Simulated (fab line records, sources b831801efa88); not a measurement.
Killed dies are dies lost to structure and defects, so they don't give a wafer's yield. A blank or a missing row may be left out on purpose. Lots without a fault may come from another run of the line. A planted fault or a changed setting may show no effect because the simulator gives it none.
Which tool did it? | flow gf180mcu | 6 lots, 18 wafers sampled, at 2 steps of a route of 602

WHAT THE GAUGES READ, wafer by wafer
GF_CONTACT_THK_MEAS_03.
lot  | measured     | on            | CONTACT_CVD_02_THK (nm)
L341 | day 15 09:13 | film_metro-02 | 860 861 867
L343 | day 16 04:06 | film_metro-04 | 852 848 853
L345 | day 16 23:28 | film_metro-02 | 866 848 860
L355 | day 20 16:26 | film_metro-04 | 867 876 871
L358 | day 21 13:06 | film_metro-02 | 863 848 860
L362 | day 23 03:00 | film_metro-04 | 848 872 866

WHICH TOOL RAN EACH LOT (tool, then ch and the chambers of the sampled wafers, then the start)
lot  | GF_PSD_SOFTBAKE_03
L341 | litho_track-03 ch 0, day 14 00:13
L343 | litho_track-01 ch 0, day 14 17:34
L345 | litho_track-01 ch 0, day 15 12:49
L355 | litho_track-01 ch 0, day 19 01:52
L358 | litho_track-03 ch 0, day 19 22:58
L362 | litho_track-03 ch 0, day 21 13:52
- GF_PSD_SOFTBAKE_03: time 60 s.

THE ANSWER, worked out from the rows above alone
Rule: what is usual is taken from the lots themselves. Put in order of their means at a reading, lots are off if they are a third of the lots or fewer, leave a main group of 4 or more, and stand apart from it by a gap of 3 or more times the standard deviation of the main group's means; of several such gaps the widest counts. A main group whose means are all the same, to the digits that the tables above print for the reading, isn't used. A lot without any number at a reading at which 4 lots or more have one is off too. The other lots that the step has rows for count as sound.
No lot is off at any reading shown: from this, nothing can be told.

WHAT THE SIMULATOR HAD PUT IN
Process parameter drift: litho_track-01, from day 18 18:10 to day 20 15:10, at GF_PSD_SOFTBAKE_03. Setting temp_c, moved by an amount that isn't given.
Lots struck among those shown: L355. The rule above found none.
